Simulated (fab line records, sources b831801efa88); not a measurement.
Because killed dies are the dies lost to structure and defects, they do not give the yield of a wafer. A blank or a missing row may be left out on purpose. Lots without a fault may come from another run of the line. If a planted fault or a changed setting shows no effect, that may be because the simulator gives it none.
Chamber matching | flow gf180mcu | 4 sister chambers for GF_POLY_GATE_ETCH_13 on rieSi-01
The step etches poly-Si in HBr/Cl2, stops on SiO2, target depth 198.5 nm, time 69.6 s. 17 wafers are shown with their chamber, then 8 later ones without.

## WAFERS WITH THEIR CHAMBER
wafer  | chamber | drypumpMotorCurrentA (A) | runLengthS (s) | HBr_flow_sccm (sccm)
L828.2 | 0       | 5.6                      | 97.0           | 150.8
L828.3 | 3       | 5.2                      | 98.0           | 149.8
L828.6 | 0       | 5.6                      | 97.0           | 149.9
L829.1 | 1       | 5.7                      | 98.2           | 150.3
L829.2 | 3       | 5.2                      | 98.7           | 149.9
L829.5 | 3       | 5.2                      | 98.0           | 149.9
L831.1 | 3       | 5.2                      | 98.3           | 149.9
L831.4 | 1       | 5.8                      | 98.0           | 150.5
L831.6 | 1       | 5.7                      | 98.4           | 150.5
L832.1 | 2       | 5.2                      | 98.1           | 149.6
L832.3 | 0       | 5.6                      | 97.1           | 149.4
L832.5 | 0       | 5.6                      | 97.1           | 149.5
L834.1 | 2       | 5.2                      | 97.4           | 150.7
L834.4 | 0       | 5.6                      | 96.9           | 150.0
L834.6 | 2       | 5.2                      | 97.4           | 150.4
L835.4 | 2       | 5.2                      | 97.6           | 149.9
L835.5 | 2       | 5.2                      | 97.5           | 149.9

SIGNATURES, as means of the wafers listed above
reading              | chamber 0 | chamber 1 | chamber 2 | chamber 3 | scatter within a chamber
drypumpMotorCurrentA | 5.600     | 5.733     | 5.200     | 5.200     | 0.0226
runLengthS           | 97.020    | 98.200    | 97.600    | 98.250    | 0.245
HBr_flow_sccm        | 149.920   | 150.433   | 150.100   | 149.875   | 0.396
Rule: distance of a wafer from a chamber = root of the sum over the readings of ((wafer's reading minus chamber's mean) / reading's scatter) squared. The wafer belongs to the nearest chamber; if the next one is less than 2 further off, it can't be placed. The scatter: the root of (the sum of the squares of (reading less its chamber's mean) over the shown wafers, divided by (wafers less chambers)).

## WAFERS MISSING THEIR CHAMBER
wafer  | drypumpMotorCurrentA (A) | runLengthS (s) | HBr_flow_sccm (sccm)
L835.6 | 5.8                      | 98.0           | 150.3
L836.1 | 5.2                      | 98.0           | 151.1
L836.3 | 5.6                      | 96.9           | 150.0
L836.6 | 5.8                      | 98.9           | 149.8
L837.2 | 5.7                      | 98.2           | 150.5
L837.3 | 5.2                      | 98.0           | 149.8
L837.5 | 5.2                      | 97.6           | 149.9
L842.4 | 5.2                      | 98.3           | 149.6

## EACH ONE'S CHAMBER
wafer  | from the rows above     | in truth
L835.6 | 1                       | 1
L836.1 | can't be placed: 2 or 3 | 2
L836.3 | 0                       | 0
L836.6 | 1                       | 1
L837.2 | 1                       | 1
L837.3 | can't be placed: 3 or 2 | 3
L837.5 | 2                       | 2
L842.4 | 3                       | 3
Correctly placed: 6 of 8. Cannot be placed on the basis of these rows: 2; the candidates contain the true chamber in 2. Wrongly placed: 0.
